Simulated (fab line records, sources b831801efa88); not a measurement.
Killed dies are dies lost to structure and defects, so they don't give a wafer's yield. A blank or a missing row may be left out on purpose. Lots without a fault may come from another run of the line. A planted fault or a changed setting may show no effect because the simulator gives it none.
Which tool did it? | flow sky130 | 11 lots, 33 wafers sampled, at 3 steps of a route of 708

WHAT THE GAUGES READ, wafer by wafer
SKY_METAL5_RS_MEAS_05: measures by four-point-probe.
lot  | measured     | on            | METAL5_ALCU_RS (ohm/sq)
L557 | day 43 06:41 | film_metro-01 | 0.02684 0.02702 0.02689
L558 | day 43 10:09 | film_metro-02 | 0.02679 0.02686 0.02686
L560 | day 44 00:10 | film_metro-02 | 0.02673 0.02681 0.02676
L567 | day 45 20:45 | film_metro-02 | 0.02759 0.02775 0.02777
L568 | day 46 03:14 | film_metro-02 | 0.02701 0.02692 0.02704
L570 | day 46 13:51 | film_metro-01 | 0.02702 0.0268 0.02679
L572 | day 47 01:37 | film_metro-03 | 0.02725 0.02707 0.02721
L573 | day 47 10:05 | film_metro-01 | 0.02667 0.02687 0.02695
L575 | day 47 17:04 | film_metro-02 | 0.02734 0.02726 0.02734
L576 | day 47 22:16 | film_metro-01 | 0.02648 0.02654 0.02648
L579 | day 48 16:22 | film_metro-02 | 0.02745 0.02739 0.02754

WHICH TOOL RAN EACH LOT (tool, then ch and the chambers of the sampled wafers, then the start)
lot  | SKY_METAL4_ETCH_17                 | SKY_METAL4_METAL_ETCH_18
L557 | rie_diel-03 ch 0,1,3, day 42 04:47 | rie_metal-02 ch 0,1, day 42 04:48
L558 | rie_diel-01 ch 0,2, day 42 08:29   | rie_metal-02 ch 1, day 42 08:30
L560 | rie_diel-01 ch 0,1,2, day 42 22:17 | rie_metal-04 ch 0,1, day 42 22:17
L567 | rie_diel-02 ch 0,2, day 44 20:05   | rie_metal-02 ch 0,1, day 44 20:06
L568 | rie_diel-03 ch 0,1,3, day 45 03:02 | rie_metal-02 ch 0,1, day 45 03:03
L570 | rie_diel-01 ch 0,1, day 45 14:50   | rie_metal-01 ch 0, day 45 14:51
L572 | rie_diel-02 ch 0,1,2, day 46 01:38 | rie_metal-02 ch 1, day 46 01:38
L573 | rie_diel-03 ch 0,1,3, day 46 10:23 | rie_metal-01 ch 0,1, day 46 10:24
L575 | rie_diel-02 ch 0,2,3, day 46 17:05 | rie_metal-02 ch 0,1, day 46 17:06
L576 | rie_diel-03 ch 0,1,3, day 46 23:31 | rie_metal-01 ch 0,1, day 46 23:32
L579 | rie_diel-03 ch 1,2, day 47 17:32   | rie_metal-01 ch 0,1, day 47 17:33
- SKY_METAL4_ETCH_17: etches SiO2 in C4F8/O2/Ar, stops on TiN, time 3.9 s, target depth 15 nm.
- SKY_METAL4_METAL_ETCH_18: etches the open film in Cl2/BCl3, stops on SiO2, target depth 845 nm, time 183.1 s.

WHAT THE TOOLS THEMSELVES READ (means of the sampled wafers that have a number; where no wafer has one, the mark that the record gives instead)
SKY_METAL4_ETCH_17.
lot  | tool        | oes_product_au (a.u.)
L557 | rie_diel-03 | 0.762
L558 | rie_diel-01 | 0.750
L560 | rie_diel-01 | 0.749
L567 | rie_diel-02 | 0.756
L568 | rie_diel-03 | 0.753
L570 | rie_diel-01 | 0.751
L572 | rie_diel-02 | 0.760
L573 | rie_diel-03 | 0.753
L575 | rie_diel-02 | 0.753
L576 | rie_diel-03 | 0.751
L579 | rie_diel-03 | 0.752

SKY_METAL4_METAL_ETCH_18.
lot  | tool         | drypump_motor_current_A (A) | oes_product_au (a.u.) | throttle_valve_pct (%)
L557 | rie_metal-02 | 6.10                        | 0.868                 | 22.266
L558 | rie_metal-02 | 6.22                        | 0.868                 | 22.264
L560 | rie_metal-04 | 5.80                        | 0.860                 | 22.271
L567 | rie_metal-02 | 6.12                        | 0.870                 | 22.268
L568 | rie_metal-02 | 6.18                        | 0.866                 | 22.269
L570 | rie_metal-01 | 6.12                        | 0.864                 | 22.260
L572 | rie_metal-02 | 6.26                        | 0.866                 | 22.255
L573 | rie_metal-01 | 6.27                        | 0.871                 | 22.274
L575 | rie_metal-02 | 6.17                        | 0.867                 | 22.270
L576 | rie_metal-01 | 6.46                        | 0.866                 | 22.269
L579 | rie_metal-01 | 6.40                        | 0.864                 | 22.270

THE ANSWER, worked out from the rows above alone
Rule: what is usual is taken from the lots themselves. Put in order of their means at a reading, lots are off if they are a third of the lots or fewer, leave a main group of 4 or more, and stand apart from it by a gap of 3 or more times the standard deviation of the main group's means; of several such gaps the widest counts. A main group whose means are all the same, to the digits that the tables above print for the reading, isn't used. A lot without any number at a reading at which 4 lots or more have one is off too. The other lots that the step has rows for count as sound. The gauges are gone through in route order, then the tools' own readings, and for those a lot's mean is taken as printed above. The first step at which some lot is off is used, and at that step the reading that is off furthest; a lot without a number counts as furthest.
No lot is off at any reading shown: from this, nothing can be told.

WHAT THE SIMULATOR HAD PUT IN
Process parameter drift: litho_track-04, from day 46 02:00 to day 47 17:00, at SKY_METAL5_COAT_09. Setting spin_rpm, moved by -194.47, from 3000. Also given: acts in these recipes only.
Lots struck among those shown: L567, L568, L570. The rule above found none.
